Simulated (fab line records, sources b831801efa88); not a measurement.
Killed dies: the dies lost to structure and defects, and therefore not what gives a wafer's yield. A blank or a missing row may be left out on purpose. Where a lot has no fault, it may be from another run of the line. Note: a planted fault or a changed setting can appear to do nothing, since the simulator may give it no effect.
fab line records	flow gf180mcu
record: lots: 14	wafers: 39	lastDay: 34
route steps=602 shown HV_LDD@224 V1@338 M3@413 V4@502
lots that met no fault: taken from a fault-free run of the same line
startH: hours from the record's first day to the start of the lot's first wafer shown	waitH: hours from the lot's prior step to this one	" as in the row above	L1.1+2: a row that stands for several wafers	- value missing, or start not given	* or withheld: withheld	< > ~ a bound
route shown NAME@n: NAME is a module with steps in the file, n the number in the route of the first one	usual: the fault-free wafers' mean and standard deviation	same: alike in all rows	chamber/n: place in a boat	sites: the reading at each site	_std_site: their standard deviation	_edge_site: outer sites' mean less inner sites'	radiusMm: for every site, how far away it sits from the centre of the wafer	mask NAME#n: copy n	behind: the most recent tool/chamber to have shaped the wafer	hold: what put the lot on hold/how long, in hours/how the hold closed	device: the transistor (n, p or np) that didn't switch	end of line: tests of these same wafers at the route's end	a step without rows: its recipe alone	killed: not the wafer's yield, but the dies lost to structure and defects at the first sort	map: dies across one wafer; x = killed, . = not, _ = none there
set.NAME: the setting the step ran with; set.NAME@STEP: the setting that earlier step ran with	model.NAME: the simulator's own value behind a step, which no gauge read
the route's steps for a sample of lots (tables are steps, rows are wafers)
services: a tool's chamber out of use, with start hour (startH, from the record's first day; less than 0 if before it), hours out, and reason
== steps ==
step: GF_HV_LDD_IMPLANT_48
recipe: species: B	energyKev: 25	doseCm2: 3e+13	tiltDeg: 7
usual: beamEnergyKeV: 24.999/0.007	beamOnS: 10.02/0.21	endStationPressureTorr: 5.12e-06/3e-07
lot.wafer	tool	chamber	startH	waitH	beamEnergyKeV	beamOnS	endStationPressureTorr
L685.1	implanter-02	0	275.76	0.0	24.992	9.89	4.97e-06
L685.5	"	0	"	"	24.993	10.31	5.08e-06
L687.3	implanter-01	0	291.53	0.1	25.020	9.94	5.04e-06
L687.4	"	0	"	"	25.015	9.75	4.68e-06
L687.5	"	0	"	"	25.006	9.96	4.98e-06
L688.2	implanter-01	0	295.51	0.0	24.998	9.75	5.05e-06
L688.3	"	0	"	"	25.007	10.27	4.88e-06
L688.6	"	0	"	"	25.002	10.18	5.57e-06
L689.1	implanter-01	0	305.86	0.0	25.004	9.94	5.12e-06
L689.2	"	0	"	"	24.993	10.25	5.01e-06
L689.4	"	0	"	"	25.001	10.13	4.75e-06
L695.2	implanter-03	-	356.26	0.0	-	-	-
L695.3	"	-	"	"	-	-	-
L695.5	"	-	"	"	-	-	-
L696.1	implanter-01	-	364.43	0.0	-	-	-
L696.4	"	-	"	"	-	-	-
L696.6	"	-	"	"	-	-	-
L699.1	implanter-01	0	385.81	0.0	25.004	10.24	5.34e-06
L699.3	"	0	"	"	24.998	9.83	4.95e-06
L699.6	"	0	"	"	24.995	9.76	5.81e-06
L701.2	implanter-03	0	396.71	0.0	25.000	10.37	5.19e-06
L701.3	"	0	"	"	25.001	9.97	5.69e-06
L701.6	"	0	"	"	25.005	9.81	5.14e-06
L703.2	implanter-02	0	418.24	0.0	25.011	9.73	5.76e-06
L703.5	"	0	"	"	25.000	10.10	5.03e-06
L703.6	"	0	"	"	25.009	10.17	5.34e-06
L704.1	implanter-03	0	425.56	0.0	24.992	10.48	4.62e-06
L704.3	"	0	"	"	24.997	10.11	5.43e-06
L704.5	"	0	"	"	24.997	10.32	5.52e-06
L705.1	implanter-02	0	433.86	0.0	24.999	9.69	5.51e-06
L705.4	"	0	"	"	24.994	9.68	4.94e-06
L706.3	implanter-01	0	438.31	0.1	24.994	10.06	5.27e-06
L706.5	"	0	"	"	25.007	10.12	4.99e-06
L706.6	"	0	"	"	25.001	9.96	4.54e-06
L707.4	implanter-01	0	450.69	0.1	24.993	10.04	5.13e-06
L707.5	"	0	"	"	25.001	9.88	5.32e-06
L708.3	implanter-02	0	456.63	0.1	24.994	9.79	5.09e-06
L708.5	"	0	"	"	25.002	9.97	5.39e-06
L708.6	"	0	"	"	25.006	9.58	4.83e-06
step: GF_HV_LDD_TW_MEAS_50
usual: HV_LDD_4_TW: 569/4.1
lot.wafer	tool	chamber	startH	waitH	HV_LDD_4_TW
L685.1	filmMetro-03	-	276.01	0.1	562
L685.5	"	-	"	"	563
L687.3	filmMetro-01	-	291.75	0.1	570
L687.4	"	-	"	"	571
L687.5	"	-	"	"	567
L688.2	filmMetro-01	-	295.74	0.1	570
L688.3	"	-	"	"	566
L688.6	"	-	"	"	567
L689.1	filmMetro-01	-	306.11	0.1	570
L689.2	"	-	"	"	569
L689.4	"	-	"	"	568
L695.2	filmMetro-01	-	356.49	0.1	30
L695.3	"	-	"	"	30
L695.5	"	-	"	"	30
L696.1	filmMetro-03	-	364.68	0.1	30
L696.4	"	-	"	"	30
L696.6	"	-	"	"	30
L699.1	filmMetro-01	-	386.06	0.1	566
L699.3	"	-	"	"	569
L699.6	"	-	"	"	567
L701.2	filmMetro-03	-	396.94	0.1	570
L701.3	"	-	"	"	570
L701.6	"	-	"	"	568
L703.2	filmMetro-01	-	418.47	0.1	566
L703.5	"	-	"	"	569
L703.6	"	-	"	"	567
L704.1	filmMetro-01	-	425.81	0.1	568
L704.3	"	-	"	"	569
L704.5	"	-	"	"	563
L705.1	filmMetro-03	-	434.12	0.1	569
L705.4	"	-	"	"	568
L706.3	filmMetro-02	-	438.53	0.1	577
L706.5	"	-	"	"	574
L706.6	"	-	"	"	575
L707.4	filmMetro-02	-	450.89	0.1	576
L707.5	"	-	"	"	575
L708.3	filmMetro-03	-	456.85	0.1	566
L708.5	"	-	"	"	565
L708.6	"	-	"	"	565
step: GF_V1_THK_MEAS_03
recipe: reads: SiO2_of_V1_CVD_02
usual: V1_CVD_02_THK: 852/10
lot.wafer	tool	chamber	startH	waitH	V1_CVD_02_THK[nm]
L685.1	filmMetro-02	-	389.39	0.0	844
L685.5	"	-	"	"	861
L687.3	filmMetro-04	-	408.95	0.1	843
L687.4	"	-	"	"	847
L687.5	"	-	"	"	844
L688.2	filmMetro-01	-	413.76	0.0	863
L688.3	"	-	"	"	842
L688.6	"	-	"	"	847
L689.1	filmMetro-04	-	422.56	0.0	843
L689.2	"	-	"	"	852
L689.4	"	-	"	"	862
L699.1	filmMetro-02	-	513.14	0.0	851
L699.3	"	-	"	"	864
L699.6	"	-	"	"	866
L701.2	filmMetro-04	-	522.22	0.0	821
L701.3	"	-	"	"	852
L701.6	"	-	"	"	838
L703.2	filmMetro-01	-	544.90	0.0	854
L703.5	"	-	"	"	861
L703.6	"	-	"	"	865
L704.1	filmMetro-02	-	551.61	0.0	848
L704.3	"	-	"	"	850
L704.5	"	-	"	"	866
L705.1	filmMetro-02	-	560.18	0.0	845
L705.4	"	-	"	"	862
L706.3	filmMetro-02	-	564.03	0.1	838
L706.5	"	-	"	"	852
L706.6	"	-	"	"	845
L707.4	filmMetro-01	-	574.54	0.0	854
L707.5	"	-	"	"	857
L708.3	filmMetro-02	-	581.26	0.1	837
L708.5	"	-	"	"	847
L708.6	"	-	"	"	846
step: GF_M3_SPUTTER_04
recipe: material: TiN	targetThkNm: 50	powerW: 6500	timeS: 41.7	chamberPressurePa: 0.4
usual: throttleValvePct: 30.1/1.3
lot.wafer	tool	chamber	startH	waitH	throttleValvePct
L685.1	pvdSputter-04	-	464.54	0.0	30.4
L685.5	"	-	"	"	32.3
L687.3	pvdSputter-02	-	485.41	0.0	29.5
L687.4	"	-	"	"	29.4
L687.5	"	-	"	"	29.5
L688.2	pvdSputter-02	-	491.13	0.0	28.5
L688.3	"	-	"	"	29.4
L688.6	"	-	"	"	28.6
L689.1	pvdSputter-04	-	499.95	0.0	30.4
L689.2	"	-	"	"	31.0
L689.4	"	-	"	"	32.6
L699.1	pvdSputter-02	-	586.56	0.0	29.5
L699.3	"	-	"	"	29.5
L699.6	"	-	"	"	29.3
L701.2	pvdSputter-04	-	594.69	0.0	30.5
L701.3	"	-	"	"	32.6
L701.6	"	-	"	"	32.3
L703.2	pvdSputter-02	-	614.16	0.0	29.4
L703.5	"	-	"	"	29.5
L703.6	"	-	"	"	29.6
L704.1	pvdSputter-01	-	621.31	0.0	27.0
L704.3	"	-	"	"	29.7
L704.5	"	-	"	"	26.7
L705.1	pvdSputter-04	-	628.60	0.0	31.1
L705.4	"	-	"	"	32.2
L706.3	pvdSputter-01	-	632.46	0.0	30.9
L706.5	"	-	"	"	31.3
L706.6	"	-	"	"	29.5
L707.4	pvdSputter-01	-	641.86	0.0	31.2
L707.5	"	-	"	"	29.5
L708.3	pvdSputter-02	-	648.18	0.0	28.6
L708.5	"	-	"	"	29.5
L708.6	"	-	"	"	29.5
step: GF_V4_CMP_26
recipe: stopOn: SiO2	downForcePsi: 3.5	platenRpm: 60	tOverpolishS: 15	targetThkNm: 0	padVelocityMS: 0.94248
usual: motorCurrentA: 11.3/1.3	overpolishRunS: 15.001/0.01	timeToEndpointS: 87/4.5
lot.wafer	tool	chamber	startH	waitH	motorCurrentA	overpolishRunS	timeToEndpointS
L685.1	cmp-02	3	563.83	0.1	11.2	15.014	87
L685.5	"	3	"	"	11.1	15.014	83
L687.3	cmp-02	3	582.68	0.0	11.5	15.000	85
L687.4	"	1	"	"	9.2	15.010	86
L687.5	"	3	"	"	11.8	15.006	89
L688.2	cmp-01	1	588.57	0.1	11.3	14.974	84
L688.3	"	2	"	"	12.8	15.003	86
L688.6	"	1	"	"	11.1	14.992	84
L689.1	cmp-01	3	596.13	0.1	10.8	15.020	83
L689.2	"	0	"	"	10.1	15.003	78
L689.4	"	2	"	"	13.3	14.989	83
L699.3	cmp-01	1	673.56	0.1	11.8	15.007	88
L699.1	"	2	"	"	12.8	15.006	86
L699.6	"	0	"	"	10.2	15.005	78
L701.2	cmp-02	0	681.23	0.0	12.0	15.009	87
L701.3	"	1	"	"	9.3	15.001	89
L701.6	"	1	"	"	9.1	14.998	88
L703.2	cmp-01	3	698.02	0.1	10.3	14.998	85
L703.6	"	1	"	"	11.7	14.995	86
L703.5	"	2	"	"	13.0	15.021	85
L704.1	cmp-01	0	704.78	0.1	9.9	14.993	84
L704.3	"	1	"	"	11.1	15.011	86
L704.5	"	0	"	"	9.9	14.996	82
L705.4	cmp-02	1	712.74	0.0	8.9	14.990	82
L705.1	"	2	"	"	12.8	15.000	88
L706.3	cmp-02	2	714.29	0.2	12.8	14.993	89
L706.5	"	3	"	"	11.0	14.998	88
L706.6	"	0	"	"	12.1	15.012	84
L707.4	cmp-02	2	723.77	0.2	13.3	15.000	89
L707.5	"	3	"	"	11.4	14.987	89
L708.3	cmp-02	2	728.86	0.1	12.9	15.004	85
L708.5	"	0	"	"	12.3	15.005	81
L708.6	"	1	"	"	9.2	15.006	84
== services ==
tool	chamber	startH	hours	kind
implanter-01	-	283.38	3.3	repair
cmp-02	-	304.55	0.4	repair
cmp-01	-	325.90	6.1	repair
implanter-01	-	329.48	3.0	repair
cmp-02	-	345.32	6.0	pm
cmp-01	-	352.03	1.3	repair
pvdSputter-02	-	401.29	6.6	repair
cmp-02	-	404.00	4.0	pm
cmp-01	-	411.09	18.3	pm
cmp-01	-	440.08	5.1	repair
cmp-01	-	465.52	5.8	pm
cmp-02	-	475.73	0.7	repair
cmp-02	-	476.59	1.5	repair
cmp-02	-	489.34	2.0	repair
cmp-02	-	490.10	0.9	repair
implanter-01	-	516.41	2.6	repair
cmp-02	-	536.10	2.5	repair
implanter-01	-	540.56	0.8	repair
cmp-02	-	547.61	3.0	repair
cmp-02	-	620.33	2.5	repair
cmp-02	-	632.64	0.6	repair
cmp-02	-	648.22	3.4	repair
cmp-02	-	652.28	1.9	repair
implanter-01	-	689.91	4.3	pm
== key ==
firstSign: step: GF_HV_LDD_IMPLANT_48	reading: toolRecord	direction: missing
effect: step: GF_HV_LDD_TW_MEAS_50	reading: HV_LDD_4_TW	direction: down	sigmas: 99+	usual: 569	struck: 30
metAt GF_HV_LDD_IMPLANT_48
struckLots L695,L696
laterRowsLeftOut L695.2,L695.3,L695.5,L696.1,L696.4,L696.6
sortLeftOut L695.2,L695.3,L695.5,L696.1,L696.4,L696.6
testerLeftOut L695,L696
notActingAt GF_V1_THK_MEAS_03,GF_M3_SPUTTER_04,GF_V4_CMP_26
onsetBetween 305.86 356.26
fault: kind: skippedStepWhole	tool: implanter-01,implanter-03	chamber: -	onsetH: 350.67	steps: GF_HV_LDD_IMPLANT_48	scope: struckLotsOnly
testerLeftOut: of these lots the tester's yield and bins aren't shown, on N5 and GAA mostly nor the transistor test; their killed dies are dies lost to structure and defects alone, not to doping, threshold or leakage, so they don't give the yield
sortLeftOut: the simulated sort isn't trusted on such a fault, so these wafers' sort isn't shown, and their yield isn't known
laterRowsLeftOut: the simulator's readings of these wafers behind a module that went badly wrong aren't trusted and aren't shown, but for the sort
